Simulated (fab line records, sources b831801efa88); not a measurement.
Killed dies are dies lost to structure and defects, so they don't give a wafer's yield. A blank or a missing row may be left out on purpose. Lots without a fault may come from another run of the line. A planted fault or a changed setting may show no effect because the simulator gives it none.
Which tool did it? | flow sky130 | 9 lots, 27 wafers sampled, at 6 steps of a route of 708

WHAT THE GAUGES READ, wafer by wafer
SKY_CAP2M_THK_MEAS_01.
lot  | measured     | on            | CAP2M_CVD_00_THK (nm)
L935 | day 40 12:56 | film_metro-02 | 15.48 15.45 15.53
L939 | day 41 15:11 | film_metro-01 | 15.28 15.41 15.67
L940 | day 42 02:28 | film_metro-02 | 15.36 15.85 15.73
L949 | day 44 11:10 | film_metro-03 | 15.09 15.28 15.61
L951 | day 44 14:16 | film_metro-03 | 15.32 15.30 15.63
L952 | day 45 05:22 | film_metro-02 | 15.68 15.17 16.02
L953 | day 45 09:52 | film_metro-03 | 15.87 15.26 15.55
L954 | day 45 13:02 | film_metro-02 | 15.23 15.16 15.46
L955 | day 45 18:35 | film_metro-03 | 15.70 15.66 15.77

SKY_CAP2M_RS_MEAS_03: measures by four-point-probe.
lot  | measured     | on            | CAP2M_TIN_RS (ohm/sq)
L935 | day 40 13:08 | film_metro-02 | 6.85 6.85 6.82
L939 | day 41 15:22 | film_metro-02 | 9.46 9.52 7.09
L940 | day 42 02:38 | film_metro-02 | 7.06 9.38 6.94
L949 | day 44 11:21 | film_metro-02 | 6.86 6.93 6.97
L951 | day 44 14:26 | film_metro-02 | 6.87 6.97 6.98
L952 | day 45 05:32 | film_metro-02 | 6.94 6.94 6.93
L953 | day 45 10:02 | film_metro-01 | 6.95 6.94 6.96
L954 | day 45 13:12 | film_metro-01 | 7.00 6.99 7.00
L955 | day 45 18:46 | film_metro-01 | 6.99 6.93 6.98

SKY_CAP2M_THK_MEAS_04: measures by xrf.
lot  | measured     | on            | CAP2M_TIN_THK (nm)
L935 | day 40 13:14 | film_metro-02 | 201.1 200.9 201.4
L939 | day 41 15:28 | film_metro-02 | 147.6 146.6 194.5
L940 | day 42 02:45 | film_metro-02 | 196.4 148.9 198.3
L949 | day 44 11:27 | film_metro-02 | 200.8 198.7 197.3
L951 | day 44 14:34 | film_metro-02 | 200.0 197.5 197.1
L952 | day 45 05:39 | film_metro-02 | 198.0 198.0 198.2
L953 | day 45 10:10 | film_metro-01 | 197.1 198.9 197.4
L954 | day 45 13:19 | film_metro-01 | 195.2 195.2 196.2
L955 | day 45 18:52 | film_metro-01 | 196.4 198.0 195.5

WHICH TOOL RAN EACH LOT (tool, then ch and the chambers of the sampled wafers, then the start)
lot  | SKY_METAL4_SPUTTER_00        | SKY_METAL4_SPUTTER_04        | SKY_CAP2M_SPUTTER_02
L935 | pvd_sputter-04, day 40 12:44 | pvd_sputter-04, day 40 12:50 | pvd_sputter-01, day 40 12:59
L939 | pvd_sputter-03, day 41 14:59 | pvd_sputter-03, day 41 15:05 | pvd_sputter-01, day 41 15:13
L940 | pvd_sputter-04, day 42 02:16 | pvd_sputter-04, day 42 02:23 | pvd_sputter-01, day 42 02:31
L949 | pvd_sputter-01, day 44 10:58 | pvd_sputter-01, day 44 11:04 | pvd_sputter-04, day 44 11:12
L951 | pvd_sputter-04, day 44 14:06 | pvd_sputter-04, day 44 14:12 | pvd_sputter-02, day 44 14:20
L952 | pvd_sputter-04, day 45 05:11 | pvd_sputter-04, day 45 05:17 | pvd_sputter-01, day 45 05:25
L953 | pvd_sputter-04, day 45 09:41 | pvd_sputter-04, day 45 09:48 | pvd_sputter-01, day 45 09:56
L954 | pvd_sputter-04, day 45 12:51 | pvd_sputter-04, day 45 12:58 | pvd_sputter-01, day 45 13:05
L955 | pvd_sputter-04, day 45 18:23 | pvd_sputter-04, day 45 18:29 | pvd_sputter-01, day 45 18:37
- SKY_METAL4_SPUTTER_00: material Ti, target thk 15 nm, time 10 s.
- SKY_METAL4_SPUTTER_04: material TiN, target thk 70 nm, time 58.3 s.
- SKY_CAP2M_SPUTTER_02: material TiN, target thk 200 nm, time 166.7 s.

WHAT THE TOOLS THEMSELVES READ (means of the sampled wafers that have a number; where no wafer has one, the mark that the record gives instead)
SKY_METAL4_SPUTTER_00.
lot  | tool           | cathode_dc_power_W (W) | chamber_pressure_pa (Pa) | throttle_valve_pct (%)
L935 | pvd_sputter-04 | 2999.6                 | 0.3995                   | 29.8
L939 | pvd_sputter-03 | 2999.6                 | 0.3992                   | 29.3
L940 | pvd_sputter-04 | 3000.3                 | 0.3996                   | 29.5
L949 | pvd_sputter-01 | 3000.4                 | 0.3999                   | 29.6
L951 | pvd_sputter-04 | 2999.7                 | 0.4006                   | 29.3
L952 | pvd_sputter-04 | 2999.7                 | 0.4003                   | 29.8
L953 | pvd_sputter-04 | 2999.2                 | 0.4004                   | 29.7
L954 | pvd_sputter-04 | 2999.7                 | 0.3998                   | 30.3
L955 | pvd_sputter-04 | 3000.2                 | 0.3999                   | 28.8

SKY_METAL4_SPUTTER_04.
lot  | tool           | cathode_dc_power_W (W) | chamber_pressure_pa (Pa) | throttle_valve_pct (%)
L935 | pvd_sputter-04 | 6499.6                 | 0.3996                   | 29.8
L939 | pvd_sputter-03 | 6498.9                 | 0.3995                   | 29.2
L940 | pvd_sputter-04 | 6500.0                 | 0.3998                   | 29.7
L949 | pvd_sputter-01 | 6499.6                 | 0.4005                   | 29.4
L951 | pvd_sputter-04 | 6500.9                 | 0.4006                   | 29.4
L952 | pvd_sputter-04 | 6501.1                 | 0.4005                   | 29.5
L953 | pvd_sputter-04 | 6499.9                 | 0.4001                   | 29.5
L954 | pvd_sputter-04 | 6500.1                 | 0.3998                   | 30.1
L955 | pvd_sputter-04 | 6499.6                 | 0.3996                   | 28.8

SKY_CAP2M_SPUTTER_02.
lot  | tool           | cathode_dc_power_W (W) | chamber_pressure_pa (Pa) | throttle_valve_pct (%)
L935 | pvd_sputter-01 | 6499.9                 | 0.4003                   | 29.6
L939 | pvd_sputter-01 | 6500.4                 | 0.3999                   | 29.9
L940 | pvd_sputter-01 | 6500.9                 | 0.4003                   | 29.6
L949 | pvd_sputter-04 | 6499.1                 | 0.4004                   | 29.6
L951 | pvd_sputter-02 | 6500.8                 | 0.4003                   | 30.2
L952 | pvd_sputter-01 | 6499.9                 | 0.4009                   | 29.5
L953 | pvd_sputter-01 | 6500.1                 | 0.4002                   | 29.6
L954 | pvd_sputter-01 | 6500.6                 | 0.4002                   | 29.3
L955 | pvd_sputter-01 | 6499.8                 | 0.4004                   | 29.8

THE ANSWER, worked out from the rows above alone
Rule: what is usual is taken from the lots themselves. Put in order of their means at a reading, lots are off if they are a third of the lots or fewer, leave a main group of 4 or more, and stand apart from it by a gap of 3 or more times the standard deviation of the main group's means; of several such gaps the widest counts. A main group whose means are all the same, to the digits that the tables above print for the reading, isn't used. A lot without any number at a reading at which 4 lots or more have one is off too. The other lots that the step has rows for count as sound. The gauges are gone through in route order, then the tools' own readings, and for those a lot's mean is taken as printed above. The first step at which some lot is off is used, and at that step the reading that is off furthest; a lot without a number counts as furthest.
Off: L939, L940, at SKY_CAP2M_RS_MEAS_03 (CAP2M_TIN_RS). The main group: mean 6.94 ohm/sq, standard deviation 0.045.
A tool fits if, at a process step before that reading, it ran every lot that is off, and no sound lot after the first of them. The gauges at SKY_CAP2M_RS_MEAS_03 are tried like those tools. None of those tried fits.

WHAT THE SIMULATOR HAD PUT IN
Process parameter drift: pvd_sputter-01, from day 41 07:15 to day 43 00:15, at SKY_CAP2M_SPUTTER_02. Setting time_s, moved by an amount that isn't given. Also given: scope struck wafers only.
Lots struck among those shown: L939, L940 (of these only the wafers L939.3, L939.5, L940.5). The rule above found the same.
